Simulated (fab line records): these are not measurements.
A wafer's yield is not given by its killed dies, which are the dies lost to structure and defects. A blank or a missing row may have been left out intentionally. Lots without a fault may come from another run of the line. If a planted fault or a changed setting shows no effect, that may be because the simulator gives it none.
Split-lot trial | flow sfq_line | 5 lots, 23 wafers read, on a route of 325 steps

## THE SPLIT ITSELF
At SFQ_TRILAYER_M2_DEP_SPUTTER_055 (material Nb, target thk 200 nm, time 133.3 s), the setting power_w was moved away from the recipe's 2000 W on 8 of the 23 wafers read, by -9.4% to -4.8%. The other wafers ran this setting at the recipe's value.

## FROM THE SPLIT TO THE READING: what the file shows between them, 4 steps
- SFQ_M2_RS_MEAS_914: measures by four-point-probe
- SFQ_TRILAYER_M2_LITHO_PEB_060: peb time 60 s (also split here: peb_time_s)
- SFQ_TRILAYER_M2_LITHO_DEVELOP_059: time 60 s
- SFQ_TRILAYER_M2_BARC_OPEN_METAL_ETCH_077: etches BARC in O2, target depth 125 nm, time 41.7 s

## THE READING
oes_product_au, in a.u., at SFQ_TRILAYER_M2_ETCH_METAL_ETCH_060 (etches Nb in Cl2/Ar, stops on SiO2, target depth 240 nm, time 118.4 s). Fault-free wafers of this fab line usually give 0.902 a.u., standard deviation 0.0063 a.u.

wafer  | tool, chamber at the split | power_w as run, W | against the recipe | oes_product_au, a.u. | against lot-mates on the recipe
L075.3 | pvd_sputter-03, -          | 2000              | recipe             | 0.893                | -
L075.4 | pvd_sputter-03, -          | 2000              | recipe             | 0.887                | -
L075.5 | pvd_sputter-03, -          | 2000              | recipe             | 0.890                | -
L079.1 | pvd_sputter-03, -          | 1871              | -6.5%              | 0.865                | -0.033
L079.2 | pvd_sputter-03, -          | 2000              | recipe             | 0.891                | -
L079.4 | pvd_sputter-03, -          | 2000              | recipe             | 0.901                | -
L079.5 | pvd_sputter-03, -          | 2000              | recipe             | 0.903                | -
L079.6 | pvd_sputter-03, -          | 1871              | -6.5%              | 0.871                | -0.027
L080.1 | pvd_sputter-05, -          | 2000              | recipe             | 0.901                | -
L080.2 | pvd_sputter-05, -          | 2000              | recipe             | 0.893                | -
L080.3 | pvd_sputter-05, -          | 2000              | recipe             | 0.903                | -
L080.4 | pvd_sputter-05, -          | 2000              | recipe             | 0.900                | -
L080.5 | pvd_sputter-05, -          | 2000              | recipe             | 0.900                | -
L081.1 | pvd_sputter-03, -          | 2000              | recipe             | 0.906                | -
L081.2 | pvd_sputter-03, -          | 2000              | recipe             | 0.902                | -
L081.3 | pvd_sputter-03, -          | 1813              | -9.4%              | 0.845                | -0.059
L081.5 | pvd_sputter-03, -          | 1813              | -9.4%              | 0.854                | -0.050
L081.6 | pvd_sputter-03, -          | 1813              | -9.4%              | 0.861                | -0.043
L083.2 | pvd_sputter-05, -          | 1904              | -4.8%              | 0.879                | -0.022
L083.3 | pvd_sputter-05, -          | 2000              | recipe             | 0.905                | -
L083.4 | pvd_sputter-05, -          | 1904              | -4.8%              | 0.882                | -0.019
L083.5 | pvd_sputter-05, -          | 2000              | recipe             | 0.898                | -
L083.6 | pvd_sputter-05, -          | 1904              | -4.8%              | 0.878                | -0.023

THE FIT
A straight line over all 23 wafers: oes_product_au changes by +0.00466 a.u. for each +1% of power_w; r = +0.95; the points scatter about the line by 0.0057 a.u.
The same after taking each lot's own level away (the mean of its wafers on the recipe; 23 wafers): +0.00518 a.u. for each +1%; r = +0.97; scatter 0.0044 a.u.
The reading moves by 0.048 a.u. for the largest change in power_w, on that fit.
Across the lots, their own levels run from 0.8900 to 0.9040 a.u., a range of 2.2 times the standard deviation given above.
So the lot-to-lot level changes the slope little: the two slopes agree.
Check: with one of the wafers moved furthest among these (-9.4%) left out of the fit, the line predicts -0.0451 a.u. for it against its lot-mates. It came out at -0.059 a.u. against them.

## OTHER SPLITS APPLIED TO THESE WAFERS
Note: prior to the reading, these wafers also went through further splits. Each is held against what the fit with the lots' levels taken away leaves over:
other split on the same wafers                  | wafers away from the commonest value | r with oes_product_au (lot level and that fit taken away)
SFQ_TRILAYER_L0_LITHO_COAT_010 spin_rpm         | 7                                    | -0.16
SFQ_TRILAYER_L0_VIA_LITHO_COAT_013 spin_rpm     | 10                                   | +0.09
SFQ_TRILAYER_M0_LITHO_PEB_024 peb_temp_c        | 4                                    | -0.20
SFQ_TRILAYER_M0_BARC_OPEN_METAL_ETCH_031 bias_w | 5                                    | -0.37
SFQ_TRILAYER_I0_CMP_CMP_028 leave_above_ref_nm  | 6                                    | -0.15
SFQ_TRILAYER_I0_VIA_ETCH_VIA_ETCH_034 source_w  | 9                                    | +0.18
SFQ_TRILAYER_M1_LITHO_PEB_042 peb_temp_c        | 7                                    | -0.05
SFQ_TRILAYER_I1_VIA_LITHO_COAT_049 spin_rpm     | 10                                   | -0.25
SFQ_TRILAYER_I1_VIA_LITHO_EXPOSE_050 dose_mj    | 12                                   | +0.23
SFQ_TRILAYER_M2_LITHO_PEB_060 peb_time_s        | 8                                    | +0.16

## THE WHOLE CHAIN: every reading that the file lists as answering this split, in the file's order
step                                | what it does                                                          | reading                                                                                   | change (the file's fit)                  | r (the file's)
SFQ_TRILAYER_M2_DEP_SPUTTER_055     | material Nb, target thk 200 nm, time 133.3 s                          | Nb_of_TRILAYER_M2_DEP_SPUTTER_055.thk_nm (the simulator's own value, which no gauge read) | +1.98 nm for each +1% of the setting     | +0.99
SFQ_M2_RS_MEAS_914                  | measures by four-point-probe                                          | M2_NB_RS                                                                                  | -0.00974 for each +1% of the setting     | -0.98
SFQ_TRILAYER_M2_ETCH_METAL_ETCH_060 | etches Nb in Cl2/Ar, stops on SiO2, target depth 240 nm, time 118.4 s | oes_product_au                                                                            | +0.0051 a.u. for each +1% of the setting | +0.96

## THE FILE'S OWN FIT
oes_product_au changes by +0.0051 a.u. for each +1% of power_w, r = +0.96.
